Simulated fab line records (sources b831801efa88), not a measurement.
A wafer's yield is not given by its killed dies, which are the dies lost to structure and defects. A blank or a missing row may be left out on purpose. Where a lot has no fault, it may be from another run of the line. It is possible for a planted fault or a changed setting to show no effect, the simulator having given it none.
Matching of chambers    flow sky130    SKY_CAP2M_CVD_00 on pecvd-04 has 3 sister chambers
The step deposits SiO2, target thk 15.5 nm. 3 wafers are shown with their chamber, then 10 later ones without.

## WAFERS WITH THEIR CHAMBER
wafer   chamber  heater-power-w (W)
L091.1  0        702
L092.1  1        737
L092.2  2        627

## WAFERS WITH NO CHAMBER GIVEN
wafer   heater-power-w (W)
L092.5  745
L094.1  624
L094.2  767
L094.3  768
L094.4  757
L094.5  621
L094.6  776
L097.2  534
L097.4  739
L097.6  721

## THE CHAMBER EACH PASSED THROUGH
wafer   from the rows above      in truth
L092.5  can't be placed: 1 or 0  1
L094.1  2                        2
L094.2  can't be placed: 1 or 0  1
L094.3  can't be placed: 1 or 0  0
L094.4  can't be placed: 1 or 0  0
L094.5  2                        2
L094.6  can't be placed: 1 or 0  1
L097.2  2                        2
L097.4  can't be placed: 1 or 0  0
L097.6  can't be placed: 1 or 0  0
Placed correctly: 3 of 10. Not placeable from these rows: 7 (in 7, the candidates include the true chamber). 0 placed wrongly.
How it was worked out, from the rows above alone: a wafer's distance from a chamber is the root of the sum, over the readings, of the square of ((its reading less the chamber's mean) divided by the reading's scatter). If the next closest chamber is less than 2 further off than the closest, the wafer can't be placed; otherwise it belongs to the closest. For every chamber, the mean is computed from those of its wafers that are shown. The scatter: with one shown wafer a chamber, the root of the mean of the squares of how far each hidden wafer lies from its nearest shown one.
